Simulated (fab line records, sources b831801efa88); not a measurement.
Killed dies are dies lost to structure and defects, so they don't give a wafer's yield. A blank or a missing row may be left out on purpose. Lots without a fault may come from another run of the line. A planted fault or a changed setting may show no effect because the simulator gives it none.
Which tool did it? | flow sky130 | 6 lots, 18 wafers sampled, at 2 steps of a route of 708

WHAT THE GAUGES READ, wafer by wafer
SKY_GATE_OXIDE_TW_MEAS_14.
lot  | measured     | on            | GATE_OXIDE_TW
L429 | day 14 22:54 | film_metro-04 | 224.4 224.6 224.2
L431 | day 15 15:46 | film_metro-04 | 225.7 226.2 226.3
L436 | day 17 09:22 | film_metro-01 | 223.6 222.7 223.4
L438 | day 17 23:38 | film_metro-03 | 222.0 221.5 222.7
L444 | day 19 21:25 | film_metro-01 | 341.6 343.6 345.5
L451 | day 21 22:25 | film_metro-04 | 223.4 223.8 224.8

WHICH TOOL RAN EACH LOT (tool, then ch and the chambers of the sampled wafers, then the start)
lot  | SKY_GATE_OXIDE_IMPLANT_11
L429 | implanter-03 ch 0, day 14 22:33
L431 | implanter-01 ch 0, day 15 15:27
L436 | implanter-01 ch 0, day 17 09:01
L438 | implanter-01 ch 0, day 17 23:16
L444 | implanter-01 ch 0, day 19 21:05
L451 | implanter-03 ch 0, day 21 22:06
- SKY_GATE_OXIDE_IMPLANT_11

THE ANSWER, worked out from the rows above alone
Rule: what is usual is taken from the lots themselves. Put in order of their means at a reading, lots are off if they are a third of the lots or fewer, leave a main group of 4 or more, and stand apart from it by a gap of 3 or more times the standard deviation of the main group's means; of several such gaps the widest counts. A main group whose means are all the same, to the digits that the tables above print for the reading, isn't used. A lot without any number at a reading at which 4 lots or more have one is off too. The other lots that the step has rows for count as sound.
Off: L444, at SKY_GATE_OXIDE_TW_MEAS_14 (GATE_OXIDE_TW). The main group: mean 224.0, standard deviation 1.3.
A tool fits if, at a process step before that reading, it ran every lot that is off, and no sound lot after the first of them. The gauges at SKY_GATE_OXIDE_TW_MEAS_14 are tried like those tools. Can't be told from this: 2 tools fit, implanter-01 at SKY_GATE_OXIDE_IMPLANT_11, film_metro-01 at SKY_GATE_OXIDE_TW_MEAS_14.

WHAT THE SIMULATOR HAD PUT IN
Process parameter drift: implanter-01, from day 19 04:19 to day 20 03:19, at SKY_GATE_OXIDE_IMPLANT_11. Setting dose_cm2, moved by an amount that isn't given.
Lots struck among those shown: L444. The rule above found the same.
